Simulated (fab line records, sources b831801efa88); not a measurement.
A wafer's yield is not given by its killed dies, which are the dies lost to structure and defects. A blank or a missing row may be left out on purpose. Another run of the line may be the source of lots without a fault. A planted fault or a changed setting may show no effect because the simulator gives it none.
Which tool did it? -- flow gf180mcu -- 12 lots, 36 wafers sampled, at 5 steps of a route of 602

== WHAT THE GAUGES READ, wafer by wafer ==
GF_V2_OVL_MEAS_15.
lot,measured,on,V2_OVL (nm)
L503,day 20 07:01,overlay-02,-5 -5 -2
L504,day 20 14:56,overlay-02,6 -1 -3
L505,day 21 01:22,overlay-01,1 -1 -11
L507,day 22 01:22,overlay-01,12 8 16
L508,day 22 02:01,overlay-01,4 -3 13
L509,day 22 12:43,overlay-01,14 4 7
L510,day 22 23:37,overlay-01,3 5 5
L517,day 25 06:22,overlay-02,7 9 -4
L518,day 26 02:56,overlay-02,-5 -5 -4
L520,day 26 19:01,overlay-01,5 -3 -2
L525,day 27 21:19,overlay-02,1 2 5
L526,day 28 07:23,overlay-01,-1 6 1

GF_V3_THK_MEAS_01.
lot,measured,on,V3_CVD_00_THK (nm)
L503,day 21 10:39,film-metro-02,589 604 590
L504,day 21 17:13,film-metro-01,602 606 598
L505,day 22 03:43,film-metro-01,597 589 593
L507,day 23 02:43,film-metro-02,585 581 587
L508,day 23 02:47,film-metro-03,592 599 597
L509,day 23 13:10,film-metro-02,600 594 602
L510,day 24 00:33,film-metro-01,589 593 597
L517,day 26 05:55,film-metro-02,594 908 599 595 909 599
L518,day 27 02:41,film-metro-02,597 603 904 597 603 903
L520,day 27 17:58,film-metro-03,601 595 601
L525,day 28 18:53,film-metro-03,608 608 601
L526,day 29 04:44,film-metro-02,588 593 601

GF_V3_OVL_MEAS_15.
lot,measured,on,V3_OVL (nm)
L503,day 22 11:14,overlay-01,0 -5 1
L504,day 22 16:46,overlay-01,3 7 -5
L505,day 23 03:53,overlay-01,-1 5 10
L507,day 24 01:02,overlay-02,2 -4 -2
L508,day 24 01:43,overlay-02,-7 -6 -10
L509,day 24 11:43,overlay-01,-5 3 2
L510,day 24 22:39,overlay-01,1 1 -5
L517,day 27 02:15,overlay-01,-8 -9 -15
L518,day 27 23:10,overlay-02,4 14 15
L520,day 28 13:57,overlay-02,3 10 4
L525,day 29 15:22,overlay-02,8 -5 0
L526,day 30 00:14,overlay-02,-7 0 -4

== WHICH TOOL RAN EACH LOT (tool, then ch and the chambers of the sampled wafers, then the start) ==
lot,GF_V2_ETCH_17,GF_V3_CVD_00
L503,"rie-diel-01 ch 1,3, day 21 10:34 or earlier","hdpcvd-02 ch 0,1,2, day 21 10:34"
L504,"rie-diel-01 ch 0,1,3, day 21 17:08 or earlier","hdpcvd-02 ch 1,2, day 21 17:08"
L505,"rie-diel-02 ch 1,2,3, day 22 03:39 or earlier","hdpcvd-01 ch 0,1,2, day 22 03:39"
L507,"rie-diel-01 ch 0,1,3, day 23 02:38 or earlier","hdpcvd-02 ch 0,1, day 23 02:38"
L508,"rie-diel-02 ch 0,1, day 23 02:43 or earlier","hdpcvd-01 ch 0,2, day 23 02:43"
L509,"rie-diel-03 ch 0,1,2, day 23 13:05 or earlier","hdpcvd-01 ch 0,1,2, day 23 13:05"
L510,"rie-diel-01 ch 0,1,3, day 24 00:29 or earlier","hdpcvd-01 ch 0,2, day 24 00:29"
L517,"rie-diel-01 ch 2,3, day 26 05:51 or earlier","hdpcvd-01 ch 0,1, day 26 05:51"
L518,"rie-diel-03 ch 0,1,2, day 27 02:37 or earlier","hdpcvd-01 ch 0,1,2, day 27 02:37"
L520,"rie-diel-01 ch 2,3, day 27 17:51 or earlier","hdpcvd-02 ch 0, day 27 17:51"
L525,"rie-diel-01 ch 0,1, day 28 18:48 or earlier","hdpcvd-02 ch 0,1,2, day 28 18:48"
L526,"rie-diel-01 ch 1,2,3, day 29 04:40 or earlier","hdpcvd-02 ch 0,1,2, day 29 04:40"
- GF_V2_ETCH_17: etches SiO2 in C4F8/O2/Ar, stops on TiN, target depth 630 nm.
- GF_V3_CVD_00: deposits SiO2, target thk 600 nm, time 100 s.

== AS READ BY THE TOOLS THEMSELVES (means over the sampled wafers that have a number; for cases with no such wafer, the mark the record gives instead) ==
GF_V2_ETCH_17.
lot,tool,oes-product-au (a.u.)
L503,rie-diel-01,0.859
L504,rie-diel-01,0.861
L505,rie-diel-02,0.855
L507,rie-diel-01,0.860
L508,rie-diel-02,0.854
L509,rie-diel-03,0.857
L510,rie-diel-01,0.855
L517,rie-diel-01,0.857
L518,rie-diel-03,0.853
L520,rie-diel-01,0.850
L525,rie-diel-01,0.857
L526,rie-diel-01,0.856

GF_V3_CVD_00.
lot,tool,sih4-flow-sccm (sccm)
L503,hdpcvd-02,60.03
L504,hdpcvd-02,60.01
L505,hdpcvd-01,60.02
L507,hdpcvd-02,59.90
L508,hdpcvd-01,59.95
L509,hdpcvd-01,60.00
L510,hdpcvd-01,60.04
L517,hdpcvd-01,70.11
L518,hdpcvd-01,70.01
L520,hdpcvd-02,60.04
L525,hdpcvd-02,60.04
L526,hdpcvd-02,59.87

== THE ANSWER, worked out from the rows above alone ==
Rule: the usual values come from the lots themselves. The widest of any qualifying gaps counts: lots, ordered by their means at a reading, are off when they make up no more than a third of the lots, leave a main group of 4 or more, and stand apart from it by 3 or more times the standard deviation of that group's means. If all means in a main group match to the digits the tables above print for the reading, that group is not used. Also off: a lot with no number at a reading for which 4 or more lots have one. Where the step has rows for the other lots, those lots are counted as sound. After the gauges, taken in route order, come the tools' own readings; for these a lot's mean is taken, as printed above. At the first step where some lot is off, the reading lying furthest off is the one used; lots without a number count as furthest.
Off: at GF_V3_THK_MEAS_01 (V3_CVD_00_THK), L517, L518. Main group: mean 596 nm, sd 5.5.
If a tool, at a process step before that reading, ran all the lots that are off and no sound lot after the first of them, it fits. Not tried: the gauges at GF_V3_THK_MEAS_01; whatever is off there is also off at GF_V3_CVD_00, on other tools, and gauge error can't account for it. GF_V2_ETCH_17: start missing for some lots; hours and lot order therefore follow GF_V3_CVD_00. One candidate fits, namely hdpcvd-01 at GF_V3_CVD_00. A fault onset in the window from L510 (day 24 00:29, its last sound lot) to L517 (day 26 05:51, its first lot off) fits.
On the lots that are off, the tool's own readings at GF_V3_CVD_00 differ by more than 5 times the standard deviation of the sound lots' means, which bears it out; sih4-flow-sccm reads 70.06 sccm there versus 59.99 sccm on the sound lots.

== WHAT HAD BEEN PUT IN BY THE SIMULATOR ==
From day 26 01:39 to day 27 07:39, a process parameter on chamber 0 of hdpcvd-01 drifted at GF_V3_CVD_00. The setting sih4-flow-sccm was moved by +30, starting from 60. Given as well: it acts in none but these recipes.
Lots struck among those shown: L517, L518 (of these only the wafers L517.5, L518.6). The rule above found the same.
